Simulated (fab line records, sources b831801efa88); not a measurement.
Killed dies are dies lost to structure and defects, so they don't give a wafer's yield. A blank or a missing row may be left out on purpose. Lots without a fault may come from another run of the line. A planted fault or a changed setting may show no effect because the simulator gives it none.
fab line records | flow gf180mcu
record lots=6 wafers=18 last_day=34
route steps=602 shown TOP_METAL@571
lots that met no fault: from a run of the same line without faults
start_h: hours from the record's first day to the start of the lot's first wafer shown | wait_h: hours since the lot's step before | " the same as in the row above | L1.1+2: a row that stands for several wafers | - no value, or no start given | * or withheld: withheld | < > ~ a bound
route shown NAME@n: a module of which the file shows steps, and the number in the route of the first | usual: mean/standard deviation of fault-free wafers | same: alike in all rows | chamber/n: place in a boat | sites: the reading at each site | _std_site: their standard deviation | _edge_site: outer sites' mean less inner sites' | radius_mm: how far each site lies from the wafer's centre | mask NAME#n: copy n | behind: the tool/chamber that last shaped the wafer | hold: why the lot was held/for how many hours/how that ended | device: the transistor (n, p or np) that didn't switch | end of line: the same wafers' tests at the end of the route | a step without rows: its recipe alone | killed: dies lost to structure and defects at the first sort, not the wafer's yield | map: a wafer's dies, x killed, . not, _ none there
set.NAME: the setting as run; set.NAME@STEP: as run at that earlier step | model.NAME: the simulator's own value behind a step, which no gauge read
lots at some steps of the route; a table a step, a row a wafer
services: from which hour (start_h, from the record's first day; less than 0 if before it) a tool's chamber was out of use, for how many hours, and why
## steps
# step GF_TOP_METAL_SPUTTER_04
# recipe material=TiN target_thk_nm=25 power_w=6500 time_s=20.8 chamber_pressure_pa=0.4
# usual throttle_valve_pct=30.1/0.82
# columns lot.wafer tool chamber start_h wait_h throttle_valve_pct
L771.1 pvd_sputter-01 - 722.83 0.0 31.5
L771.3 " - " " 30.8
L771.5 " - " " 31.5
L772.2 pvd_sputter-03 - 724.67 0.0 29.4
L772.3 " - " " 30.9
L772.5 " - " " 31.1
L776.1 pvd_sputter-03 - 752.24 0.0 30.0
L776.5 " - " " 30.0
L776.6 " - " " 29.3
L775.2 pvd_sputter-02 - 752.54 0.0 30.5
L775.4 " - " " 30.2
L775.5 " - " " 29.7
L781.2 pvd_sputter-03 - 775.97 0.0 30.0
L781.5 " - " " 30.2
L781.6 " - " " 31.2
L783.3 pvd_sputter-03 - 784.24 0.0 30.0
L783.4 " - " " 31.3
L783.5 " - " " 29.2
# step GF_TOP_METAL_RS_MEAS_05
# recipe thk_meas_gauge=four-point-probe reads=TiN_of_TOP_METAL_SPUTTER_04+Ti_of_TOP_METAL_SPUTTER_03+AlCu_of_TOP_METAL_SPUTTER_02+TiN_of_TOP_METAL_SPUTTER_01+Ti_of_TOP_METAL_SPUTTER_00
# usual TOP_METAL_ALCU_RS=0.0327/0.00038
# columns lot.wafer tool chamber start_h wait_h TOP_METAL_ALCU_RS[ohm/sq]
L771.1 film_metro-02 - 722.86 0.0 0.0327
L771.3 " - " " 0.0328
L771.5 " - " " 0.0326
L772.2 film_metro-02 - 724.72 0.0 0.0326
L772.3 " - " " 0.0322
L772.5 " - " " 0.0323
L776.1 film_metro-03 - 752.27 0.0 0.0331
L776.5 " - " " 0.0328
L776.6 " - " " 0.0335
L775.2 film_metro-02 - 752.59 0.0 0.0326
L775.4 " - " " 0.0325
L775.5 " - " " 0.0325
L781.2 film_metro-03 - 776.01 0.0 0.0326
L781.5 " - " " 0.0331
L781.6 " - " " 0.0329
L783.3 film_metro-02 - 784.31 0.1 0.0330
L783.4 " - " " 0.0329
L783.5 " - " " 0.0331
# step GF_TOP_METAL_THK_MEAS_06
# recipe thk_meas_gauge=xrf reads=AlCu_of_TOP_METAL_SPUTTER_02
# usual TOP_METAL_ALCU_THK=920/12
# columns lot.wafer tool chamber start_h wait_h TOP_METAL_ALCU_THK[nm]
L771.1 film_metro-02 - 722.98 0.1 919
L771.3 " - " " 922
L771.5 " - " " 918
L772.2 film_metro-02 - 724.83 0.1 923
L772.3 " - " " 938
L772.5 " - " " 934
L776.1 film_metro-03 - 752.39 0.1 908
L776.5 " - " " 913
L776.6 " - " " 899
L775.2 film_metro-02 - 752.70 0.1 922
L775.4 " - " " 923
L775.5 " - " " 923
L781.2 film_metro-03 - 776.12 0.1 919
L781.5 " - " " 909
L781.6 " - " " 910
L783.3 film_metro-02 - 784.41 0.1 917
L783.4 " - " " 920
L783.5 " - " " 914
# step GF_TOP_METAL_DEHYDRATE_07
# recipe temp_c=200 time_s=60
# step GF_TOP_METAL_HMDS_08
# recipe prime_time_s=60 prime_temp_c=120
# step GF_TOP_METAL_COAT_09
# recipe resist=NOVOLAK spin_rpm=3000 resist_thk_nm=1500
# step GF_TOP_METAL_SOFTBAKE_10
# recipe temp_c=90 time_s=60 resist=NOVOLAK
# step GF_TOP_METAL_EXPOSE_11
# recipe mask_id=MetalTop target_cd_nm=440 na=0.6 source_shape=conventional sigma_outer=0.6 dose_mj=170
# step GF_TOP_METAL_PEB_12
# recipe temp_c=withheld time_s=* resist=NOVOLAK
# step GF_TOP_METAL_DEVELOP_13
# recipe develop_time_s=60 dev_temp_c=23
# step GF_TOP_METAL_CD_MEAS_14
# recipe target_cd_nm=440
# usual cd_nm=439.8/1.8
# columns lot.wafer tool chamber start_h wait_h cd_nm
L771.1 cd_sem-02 - 739.97 0.1 439.3
L771.3 " - " " 441.9
L771.5 " - " " 440.9
L772.2 cd_sem-02 - 741.73 0.1 435.7
L772.3 " - " " 436.7
L772.5 " - " " 438.5
L776.1 cd_sem-01 - 768.37 0.1 438.2
L776.5 " - " " 437.1
L776.6 " - " " 438.6
L775.2 cd_sem-01 - 768.90 0.1 438.8
L775.4 " - " " 440.2
L775.5 " - " " 440.9
L781.2 cd_sem-02 - 791.78 0.1 443.0
L781.5 " - " " 441.7
L781.6 " - " " 438.5
L783.3 cd_sem-02 - 799.72 0.1 440.5
L783.4 " - " " 440.4
L783.5 " - " " 439.4
# step GF_TOP_METAL_OVL_MEAS_15
# usual TOP_METAL_OVL=0.4/1.3
# columns lot.wafer tool chamber start_h wait_h TOP_METAL_OVL[nm]
L771.1 overlay-01 - 740.10 0.1 1.7
L771.3 " - " " 1.8
L771.5 " - " " 0.8
L772.2 overlay-02 - 741.83 0.1 -2.5
L772.3 " - " " -0.1
L772.5 " - " " -0.8
L776.1 overlay-02 - 768.49 0.1 0.0
L776.5 " - " " 1.1
L776.6 " - " " 0.8
L775.2 overlay-02 - 769.01 0.1 2.0
L775.4 " - " " 1.2
L775.5 " - " " 0.9
L781.2 overlay-01 - 791.88 0.1 1.8
L781.5 " - " " 2.2
L781.6 " - " " 1.6
L783.3 overlay-01 - 799.81 0.1 -0.4
L783.4 " - " " -1.3
L783.5 " - " " -1.1
# step GF_TOP_METAL_METAL_ETCH_16
# recipe chemistry=Cl2/BCl3 mask_material=NOVOLAK target_depth_nm=1077.5 stop_on=SiO2 pressure_mtorr=8 icp_w=800 bias_w=140 Cl2_flow_sccm=80 bcl3_flow_sccm=40 time_s=179.6
# usual drypump_motor_current_A=5.7/0.39 mfc_cl2_sccm=80.04/0.24 oes_product_au=0.966/0.0063 throttle_valve_pct=28.257/0.011
# columns lot.wafer tool chamber start_h wait_h drypump_motor_current_A mfc_cl2_sccm oes_product_au rf_hours_counter_h throttle_valve_pct model.TOP_METAL.feature_depth_nm model.etch.depth_nm model.NOVOLAK_of_TOP_METAL_COAT_09.thk_nm
L771.1 rie_metal-04 1 740.13 0.0 4.8 80.03 0.967 7 28.270 1026 1026 1068
L771.3 " 0 " " 6.0 80.18 0.969 - 28.255 1023 1023 1068
L771.5 " 1 " " 4.8 80.04 0.971 - 28.236 1029 1029 1065
L772.2 rie_metal-02 1 741.86 0.0 5.8 79.69 0.965 9 28.251 1030 1030 1075
L772.3 " 1 " " 5.8 79.79 0.979 - 28.246 1041 1041 1071
L772.5 " 1 " " 5.8 79.70 0.967 - 28.245 1038 1038 1076
L776.1 rie_metal-02 1 768.52 0.0 5.8 80.13 0.961 10 28.258 1015 1015 1074
L776.5 " 0 " " 5.7 80.22 0.962 - 28.274 1020 1020 1073
L776.6 " 1 " " 5.8 80.09 0.952 - 28.248 1004 1004 1077
L775.2 rie_metal-04 0 769.04 0.0 6.0 79.95 0.790 1 28.443 732 732 1204
L775.4 " 0 " " 6.0 79.97 0.799 - 28.450 725.7 725.7 1210
L775.5 " 1 " " 4.8 80.03 0.798 - 28.440 736.5 736.5 1204
L781.2 rie_metal-04 1 791.91 0.0 4.8 80.88 0.791 10 28.450 724.9 725 1210
L781.5 " 1 " " 4.8 80.18 0.795 - 28.435 728.8 728.8 1213
L781.6 " 0 " " 6.0 80.07 0.789 - 28.460 722.5 722.5 1216
L783.3 rie_metal-02 1 799.99 0.2 5.8 80.01 0.962 - 28.262 1020 1020 1077
L783.4 " 1 " " 5.8 79.95 0.963 - 28.279 1021 1021 1075
L783.5 " 1 " " 5.8 80.10 0.961 - 28.259 1017 1017 1085
# step GF_TOP_METAL_STRIP_17
# recipe chemistry=O2/N2 power_w=1400 pressure_mtorr=1500 platen_temp_c=250 o2_flow_sccm=3000 n2_flow_sccm=300 overash_fraction=0.5
# usual drypump_motor_current_A=5.72/0.17 heater_power_w=359/33 n2_flow_sccm=299.9/0.87 oes_product_au=0.710/0.0043 strip_time_to_endpoint_s=13.45/0.097
# columns lot.wafer tool chamber start_h wait_h drypump_motor_current_A heater_power_w n2_flow_sccm oes_product_au rf_hours_counter_h strip_time_to_endpoint_s
L771.1 plasma_asher-02 0 740.31 0.1 6.02 412 300.4 0.717 65 13.43
L771.3 " 1 " " 5.49 349 299.7 0.709 - 13.45
L771.5 " 1 " " 5.52 351 299.4 0.716 - 13.39
L772.2 plasma_asher-02 1 742.04 0.1 5.49 348 298.2 0.708 65 13.50
L772.3 " 0 " " 6.03 412 299.9 0.717 - 13.46
L772.5 " 0 " " 6.03 425 299.7 0.711 - 13.52
L776.1 plasma_asher-02 0 768.70 0.1 6.02 419 300.3 0.710 68 13.52
L776.5 " 1 " " 5.49 340 300.9 0.718 - 13.48
L776.6 " 0 " " 6.03 426 299.6 0.714 - 13.52
L775.2 plasma_asher-04 0 769.21 0.1 5.82 345 300.0 0.718 3 15.01
L775.4 " 0 " " 5.81 341 300.4 0.709 - 15.07
L775.5 " 0 " " 5.81 339 299.8 0.719 - 14.99
L781.2 plasma_asher-02 0 792.09 0.1 6.02 417 300.1 0.715 70 15.07
L781.5 " 1 " " 5.49 346 299.3 0.706 - 15.10
L781.6 " 0 " " 6.01 420 300.6 0.715 - 15.15
L783.3 plasma_asher-03 0 800.34 0.3 5.56 389 300.5 0.704 - 13.54
L783.4 " 1 " " 5.70 341 300.4 0.712 - 13.52
L783.5 " 0 " " 5.58 387 300.4 0.705 - 13.62
# step GF_TOP_METAL_STRIP_18
# recipe chemistry=post_etch_residue_remover time_s=1200 temp_c=72.5
## services
# columns tool chamber start_h hours kind
plasma_asher-04 - 700.15 5.6 repair
rie_metal-02 1 707.64 1.5 repair
pvd_sputter-02 2 722.04 - consumable_replace:kit
pvd_sputter-02 2 722.04 18.0 scheduled_down
pvd_sputter-02 2 722.04 18.0 vent_cycle
pvd_sputter-02 - 726.46 3.6 repair
plasma_asher-04 - 733.75 9.0 pm
plasma_asher-04 0 733.75 9.0 vent_cycle
plasma_asher-04 1 733.75 9.0 vent_cycle
rie_metal-04 0 740.71 - clean
rie_metal-04 0 740.71 14.2 scheduled_down
rie_metal-04 0 740.71 14.2 vent_cycle
plasma_asher-04 0 742.75 - clean
plasma_asher-04 1 742.75 - clean
pvd_sputter-03 - 746.27 2.1 repair
plasma_asher-02 - 749.00 1.2 repair
pvd_sputter-01 - 787.80 4.4 repair
pvd_sputter-03 3 796.72 - consumable_replace:kit
pvd_sputter-03 3 796.72 18.0 scheduled_down
pvd_sputter-03 3 796.72 18.0 vent_cycle
## key
first_sign step=GF_TOP_METAL_METAL_ETCH_16 reading=oes_product_au direction=down sigmas=27 usual=0.966 struck=0.794
effect step=GF_TOP_METAL_METAL_ETCH_16 reading=throttle_valve_pct direction=up sigmas=17 usual=28.257 struck=28.446
effect step=GF_TOP_METAL_STRIP_17 reading=strip_time_to_endpoint_s direction=up sigmas=17 usual=* struck=*
model_effect step=GF_TOP_METAL_METAL_ETCH_16 value=TOP_METAL.feature_depth_nm without=1023 struck=728.4
model_effect step=GF_PASSIVATION_PROBE_99 value=etest.pwell_in_dnwell.short without=0 struck=1
met_at GF_TOP_METAL_METAL_ETCH_16
struck_wafers L775.2,L775.4,L775.5,L781.2,L781.5,L781.6
sort_left_out L775.2,L775.4,L775.5,L781.2,L781.5,L781.6
onset_between 740.13 769.04
fault kind=process_parameter_drift tool=rie_metal-04 chamber=- onset_h=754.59 steps=GF_TOP_METAL_METAL_ETCH_16 channel=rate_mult offset=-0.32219 shape=step end_h=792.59
# sort_left_out: the simulated sort isn't trusted on such a fault, so these wafers' sort isn't shown, and their yield isn't known
